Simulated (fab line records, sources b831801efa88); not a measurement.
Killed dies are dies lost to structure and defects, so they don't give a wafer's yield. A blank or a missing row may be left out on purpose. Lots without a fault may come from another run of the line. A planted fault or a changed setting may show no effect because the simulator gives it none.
Chamber matching | flow sfq_line | SFQ_TRILAYER_I1_CMP_CMP_046 on cmp-01: 4 sister chambers
The step polishes SiO2. 4 wafers are shown with their chamber, then 7 later ones without.

WAFERS WITH THEIR CHAMBER
wafer  | chamber | motor_current_A (A)
L747.6 | 1       | 10.1
L749.5 | 0       | 9.7
L750.1 | 3       | 9.6
L750.2 | 2       | 11.8

WAFERS WITHOUT THEIR CHAMBER
wafer  | motor_current_A (A)
L750.6 | 10.6
L753.2 | 10.0
L753.1 | 9.8
L753.6 | 10.0
L754.1 | 9.9
L754.2 | 10.0
L754.6 | 10.0

WHICH CHAMBER EACH WENT THROUGH
wafer  | from the rows above          | in truth
L750.6 | can't be placed: 1 or 0      | 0
L753.2 | can't be placed: 1 or 0 or 3 | 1
L753.1 | can't be placed: 0 or 3 or 1 | 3
L753.6 | can't be placed: 1 or 0 or 3 | 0
L754.1 | can't be placed: 1 or 0 or 3 | 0
L754.2 | can't be placed: 1 or 0 or 3 | 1
L754.6 | can't be placed: 1 or 0 or 3 | 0
Placed correctly: 0 of 7. Can't be placed from these rows: 7 (the true chamber is among the candidates in 7). Placed wrongly: 0.
How it was worked out, from the rows above alone: a wafer's distance from a chamber is the root of the sum, over the readings, of the square of ((its reading less the chamber's mean) divided by the reading's scatter). The wafer belongs to the nearest chamber; if the next one is less than 2 further off, it can't be placed. A chamber's mean is the mean of its shown wafers. The scatter: with one shown wafer a chamber, the root of the mean of the squares of how far each hidden wafer lies from its nearest shown one.
